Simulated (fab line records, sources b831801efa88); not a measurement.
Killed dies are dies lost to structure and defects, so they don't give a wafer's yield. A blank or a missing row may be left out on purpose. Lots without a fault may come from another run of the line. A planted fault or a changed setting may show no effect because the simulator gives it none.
Which tool did it? | flow sky130 | 12 lots, 36 wafers sampled, at 4 steps of a route of 708

WHAT THE GAUGES READ, wafer by wafer
SKY_VIA1_CD_MEAS_12: target cd 150 nm. Usual: cd_nm 149.9 nm, standard deviation 1.6.
lot  | measured     | on        | cd_nm (nm)        | flag
L304 | day 33 23:51 | cd_sem-01 | 148.8 148.9 149.9 |
L309 | day 35 04:06 | cd_sem-02 | 151.4 151.2 151.1 |
L308 | day 35 07:07 | cd_sem-02 | 148.8 147.3 147.2 |
L311 | day 35 23:45 | cd_sem-01 | 151.9 152.5 151.7 |
L313 | day 36 18:15 | cd_sem-02 | 151.9 152.3 151.3 |
L315 | day 37 12:27 | cd_sem-02 | 147.3 149.0 148.0 |
L319 | day 38 17:06 | cd_sem-02 | 152.8 151.8 152.0 |
L320 | day 38 18:18 | cd_sem-01 | 149.3 149.5 149.9 |
L322 | day 39 14:57 | cd_sem-02 | 147.8 149.5 148.4 |
L323 | day 39 22:11 | cd_sem-01 | 149.0 148.1 147.9 |
L324 | day 40 04:05 | cd_sem-01 | 146.8 148.1 146.8 |
L326 | day 40 15:35 | cd_sem-02 | 148.8 150.0 151.1 |

WHICH TOOL RAN EACH LOT (tool, then ch and the chambers of the sampled wafers, then the start)
lot  | SKY_LDD_N_COAT_02                 | SKY_LDD_N_STRIP_16                   | SKY_VIA1_CMP_02
L304 | litho_track-03 ch 0, day 17 06:19 | plasma_asher-01 ch 0,1, day 17 21:40 | cmp-01 ch 1,3, day 32 20:51
L309 | litho_track-04 ch 0, day 18 13:13 | plasma_asher-01 ch 0, day 19 06:20   | cmp-02 ch 2,3, day 34 01:40
L308 | litho_track-03 ch 0, day 18 15:57 | plasma_asher-03 ch 0,1, day 19 09:07 | cmp-02 ch 0,3, day 34 05:07
L311 | litho_track-04 ch 0, day 19 10:25 | plasma_asher-04 ch 0,1, day 20 02:49 | cmp-02 ch 2,3, day 34 21:31
L313 | litho_track-01 ch 0, day 20 04:27 | plasma_asher-03 ch 0,1, day 20 21:31 | cmp-02 ch 0,1,3, day 35 15:09
L315 | litho_track-04 ch 0, day 21 02:25 | plasma_asher-03 ch 0,1, day 21 21:34 | cmp-01 ch 0,1,3, day 36 09:41
L319 | litho_track-01 ch 0, day 22 14:00 | plasma_asher-04 ch 0, day 23 07:07   | cmp-02 ch 0,2,3, day 37 14:56
L320 | litho_track-03 ch 0, day 22 19:30 | plasma_asher-01 ch 0,1, day 23 12:25 | cmp-02 ch 0,1,3, day 37 16:16
L322 | litho_track-04 ch 0, day 23 16:46 | plasma_asher-03 ch 0,1, day 24 08:47 | cmp-02 ch 0,3, day 38 13:41
L323 | litho_track-04 ch 0, day 24 02:32 | plasma_asher-04 ch 0,1, day 24 19:02 | cmp-02 ch 0,2,3, day 38 20:59
L324 | litho_track-04 ch 0, day 24 11:44 | plasma_asher-04 ch 0,1, day 25 03:52 | cmp-02 ch 1,2,3, day 39 03:47
L326 | litho_track-01 ch 0, day 24 21:44 | plasma_asher-01 ch 0,1, day 25 14:31 | cmp-01 ch 0,1,3, day 39 14:47
- SKY_LDD_N_COAT_02: resist thk 300 nm.
- SKY_LDD_N_STRIP_16: strips in O2/N2.
- SKY_VIA1_CMP_02: polishes SiO2.

WHAT THE TOOLS THEMSELVES READ (means of the sampled wafers that have a number; where no wafer has one, the mark that the record gives instead)
SKY_LDD_N_COAT_02. Usual: exhaust_pa 45.0 Pa, standard deviation 0.91; resist_line_temp_C 23.03 C, standard deviation 0.1.
lot  | tool           | exhaust_pa (Pa) | resist_line_temp_C (C) | flag
L304 | litho_track-03 | 46.5            | 23.13                  |
L309 | litho_track-04 | 45.2            | 23.08                  |
L308 | litho_track-03 | 44.7            | 23.04                  |
L311 | litho_track-04 | 45.0            | 22.91                  |
L313 | litho_track-01 | 43.6            | 23.07                  |
L315 | litho_track-04 | 44.1            | 23.02                  |
L319 | litho_track-01 | 44.6            | 23.12                  |
L320 | litho_track-03 | 44.5            | 23.02                  |
L322 | litho_track-04 | 45.1            | 23.09                  |
L323 | litho_track-04 | 45.3            | 22.93                  |
L324 | litho_track-04 | 45.4            | 22.92                  |
L326 | litho_track-01 | 45.0            | 23.08                  |

SKY_LDD_N_STRIP_16. Usual: drypump_motor_current_A 5.9 A, standard deviation 0.46; oes_product_au 0.406 a.u., standard deviation 0.0046; strip_time_to_endpoint_s 4.320 s, standard deviation 0.016.
lot  | tool            | drypump_motor_current_A (A) | oes_product_au (a.u.) | strip_time_to_endpoint_s (s) | flag
L304 | plasma_asher-01 | 5.4                         | 0.405                 | 4.315                        |
L309 | plasma_asher-01 | 5.3                         | 0.406                 | 4.301                        |
L308 | plasma_asher-03 | 6.3                         | 0.404                 | 4.326                        |
L311 | plasma_asher-04 | 6.0                         | 0.405                 | 4.307                        |
L313 | plasma_asher-03 | 6.3                         | 0.404                 | 4.320                        |
L315 | plasma_asher-03 | 5.9                         | 0.404                 | 4.294                        |
L319 | plasma_asher-04 | 5.9                         | 0.405                 | 4.307                        |
L320 | plasma_asher-01 | 5.5                         | 0.407                 | 4.331                        |
L322 | plasma_asher-03 | 6.3                         | 0.405                 | 4.317                        |
L323 | plasma_asher-04 | 6.1                         | 0.424                 | 4.656                        | OFF
L324 | plasma_asher-04 | 6.0                         | 0.421                 | 4.667                        | OFF
L326 | plasma_asher-01 | 5.4                         | 0.408                 | 4.316                        |

SKY_VIA1_CMP_02. Usual: edge_zone_pressure_frac 0.999, standard deviation 0.0046; head_pressure_psi 4.001 psi, standard deviation 0.0089; motor_current_A 11.6 A, standard deviation 0.77.
lot  | tool   | edge_zone_pressure_frac | head_pressure_psi (psi) | motor_current_A (A) | flag
L304 | cmp-01 | 1.004                   | 4.000                   | 11.5                |
L309 | cmp-02 | 1.001                   | 3.993                   | 11.4                |
L308 | cmp-02 | 0.999                   | 4.007                   | 11.0                |
L311 | cmp-02 | 1.001                   | 4.004                   | 11.5                |
L313 | cmp-02 | 1.000                   | 4.002                   | 11.5                |
L315 | cmp-01 | 1.001                   | 4.006                   | 11.2                |
L319 | cmp-02 | 0.997                   | 3.999                   | 11.5                |
L320 | cmp-02 | 0.998                   | 3.999                   | 11.4                |
L322 | cmp-02 | 1.003                   | 3.999                   | 11.4                |
L323 | cmp-02 | 0.996                   | 3.996                   | 10.9                |
L324 | cmp-02 | 0.994                   | 4.007                   | 11.8                |
L326 | cmp-01 | 1.004                   | 4.012                   | 11.0                |

THE ANSWER, worked out from the rows above alone
Rule: a lot is off if the mean of its wafers that have a number lies more than 3 standard deviations from the usual mean. A lot without any number at a reading at which 4 lots or more have one is off too. The other lots that the step has rows for count as sound. The gauges are gone through in route order, then the tools' own readings, and for those a lot's mean is taken as printed above. The first step at which some lot is off is used, and at that step the reading that is off furthest; a lot without a number counts as furthest.
Off: L323, L324, at SKY_LDD_N_STRIP_16 (strip_time_to_endpoint_s).
A tool fits if, at that step or a process step before it, it ran every lot that is off, and no sound lot after the first of them. Can't be told from this: 2 tools fit, litho_track-04 at SKY_LDD_N_COAT_02, plasma_asher-04 at SKY_LDD_N_STRIP_16.

WHAT THE SIMULATOR HAD PUT IN
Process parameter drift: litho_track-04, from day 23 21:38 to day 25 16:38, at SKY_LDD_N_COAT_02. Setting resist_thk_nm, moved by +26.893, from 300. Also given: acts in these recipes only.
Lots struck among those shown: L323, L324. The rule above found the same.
